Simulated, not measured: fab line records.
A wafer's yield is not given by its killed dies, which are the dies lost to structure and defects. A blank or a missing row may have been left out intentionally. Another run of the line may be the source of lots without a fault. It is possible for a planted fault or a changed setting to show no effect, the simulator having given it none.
Which of the tools did it? + flow sky130 + 30 wafers from 10 lots sampled at 4 of the route's 708 steps

## WHAT EACH GAUGE READ, for each wafer
SKY_VIA4_BOW_MEAS_03.
| lot  | measured     | on            | VIA4_BOW (um) |
|------|--------------|---------------|---------------|
| L109 | day 42 01:42 | film-metro-03 | 77 85 84      |
| L112 | day 42 15:26 | film-metro-01 | 85 74 74      |
| L113 | day 42 23:37 | film-metro-03 | 82 88 88      |
| L116 | day 44 08:07 | film-metro-01 | 90 77 77      |
| L117 | day 44 08:59 | film-metro-03 | 84 86 80      |
| L119 | day 44 11:18 | film-metro-04 | 76 83 80      |
| L120 | day 44 21:45 | film-metro-01 | 88 80 76      |
| L125 | day 46 03:58 | film-metro-01 | 98 95 76      |
| L128 | day 46 18:49 | film-metro-01 | 72 67 76      |
| L129 | day 47 01:16 | film-metro-04 | 78 81 67      |

SKY_PASSIVATION_THK_MEAS_03.
| lot  | measured     | on            | PASSIVATION_CVD_02_THK (nm) |
|------|--------------|---------------|-----------------------------|
| L109 | day 44 01:31 | film-metro-01 | 534 550 545                 |
| L112 | day 44 15:23 | film-metro-04 | 528 537 538                 |
| L113 | day 44 23:37 | film-metro-04 | 537 532 534                 |
| L116 | day 46 06:01 | film-metro-01 | 534 536 539                 |
| L117 | day 46 06:37 | film-metro-04 | 528 526 536                 |
| L119 | day 46 09:08 | film-metro-04 | 493 491 496                 |
| L120 | day 46 18:10 | film-metro-01 | 493 502 505                 |
| L125 | day 47 22:16 | film-metro-02 | 532 529 542                 |
| L128 | day 48 12:54 | film-metro-04 | 540 536 539                 |
| L129 | day 48 17:55 | film-metro-01 | 534 532 543                 |

## WHICH TOOL RAN EACH LOT (tool, then ch and the chambers of the sampled wafers, then the start)
| lot  | SKY_METAL5_DESCUM_14              | SKY_PASSIVATION_CVD_02          |
|------|-----------------------------------|---------------------------------|
| L109 | rie-metal-03 ch 0,1, day 44 00:18 | pecvd-02 ch 0,1, day 44 01:16   |
| L112 | rie-metal-03 ch 0, day 44 13:55   | pecvd-03 ch 0,1,2, day 44 15:09 |
| L113 | rie-metal-03 ch 0,1, day 44 22:27 | pecvd-04 ch 0,1,2, day 44 23:24 |
| L116 | rie-metal-04 ch 0,1, day 46 04:48 | pecvd-03 ch 1,2, day 46 05:47   |
| L117 | rie-metal-02 ch 1, day 46 05:07   | pecvd-03 ch 0,1,2, day 46 06:23 |
| L119 | rie-metal-04 ch 0,1, day 46 07:53 | pecvd-03 ch 0,1, day 46 08:55   |
| L120 | rie-metal-03 ch 0,1, day 46 16:26 | pecvd-03 ch 0,1,2, day 46 17:56 |
| L125 | rie-metal-02 ch 0,1, day 47 21:05 | pecvd-02 ch 0,1, day 47 22:02   |
| L128 | rie-metal-04 ch 0,1, day 48 11:44 | pecvd-04 ch 0,1,2, day 48 12:41 |
| L129 | rie-metal-03 ch 0,1, day 48 16:44 | pecvd-02 ch 1,2, day 48 17:41   |
- SKY_METAL5_DESCUM_14: chemistry O2, time 11 s.
- SKY_PASSIVATION_CVD_02: deposits Si3N4, target thk 540 nm.

## WHAT THE TOOLS THEMSELVES READ (means of the sampled wafers that have a number; where no wafer has one, the mark that the record gives instead)
SKY_METAL5_DESCUM_14.
| lot  | tool         | drypump-motor-current-A (A) | oes-product-au (a.u.) |
|------|--------------|-----------------------------|-----------------------|
| L109 | rie-metal-03 | 5.3                         | 1.003                 |
| L112 | rie-metal-03 | 5.8                         | 1.001                 |
| L113 | rie-metal-03 | 5.6                         | 0.997                 |
| L116 | rie-metal-04 | 5.8                         | 0.997                 |
| L117 | rie-metal-02 | 6.2                         | 1.010                 |
| L119 | rie-metal-04 | 5.9                         | 0.999                 |
| L120 | rie-metal-03 | 5.6                         | 0.998                 |
| L125 | rie-metal-02 | 6.2                         | 1.002                 |
| L128 | rie-metal-04 | 5.9                         | 1.002                 |
| L129 | rie-metal-03 | 5.4                         | 0.994                 |

SKY_PASSIVATION_CVD_02.
| lot  | tool     | heater-power-w (W) |
|------|----------|--------------------|
| L109 | pecvd-02 | 820                |
| L112 | pecvd-03 | 804                |
| L113 | pecvd-04 | 675                |
| L116 | pecvd-03 | 672                |
| L117 | pecvd-03 | 769                |
| L119 | pecvd-03 | 756                |
| L120 | pecvd-03 | 770                |
| L125 | pecvd-02 | 812                |
| L128 | pecvd-04 | 688                |
| L129 | pecvd-02 | 823                |

## THE ANSWER, worked out from the rows above alone
Rule: usual is defined by the lots themselves. The widest of any qualifying gaps counts: lots, ordered by their means at a reading, are off when they make up no more than a third of the lots, leave a main group of 4 or more, and stand apart from it by 3 or more times the standard deviation of that group's means. A main group whose means are all the same, to the digits that the tables above print for the reading, isn't used. A lot without any number at a reading at which 4 lots or more have one is off too. The other lots that the step has rows for count as sound. After the gauges, taken in route order, come the tools' own readings; for these a lot's mean is taken, as printed above. The first step at which some lot is off is used, and at that step the reading that is off furthest; a lot without a number counts as furthest.
Off: L119, L120, seen at SKY_PASSIVATION_THK_MEAS_03 (PASSIVATION_CVD_02_THK). The main group: mean 536 nm, standard deviation 3.5.
A tool fits if, at a process step before that reading, it ran every lot that is off, and no sound lot after the first of them. Gauges at SKY_PASSIVATION_THK_MEAS_03: tried the same way as those tools. One fits: pecvd-03 at SKY_PASSIVATION_CVD_02. Its last sound lot is L117 (day 46 06:23), its first lot that is off L119 (day 46 08:55): a fault that began between those two fits.

## WHAT THE SIMULATOR HAD PUT IN
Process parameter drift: pecvd-03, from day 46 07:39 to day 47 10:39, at SKY_PASSIVATION_CVD_02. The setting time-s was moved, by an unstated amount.
Shown lots that were struck: L119, L120. The rule above found the same.
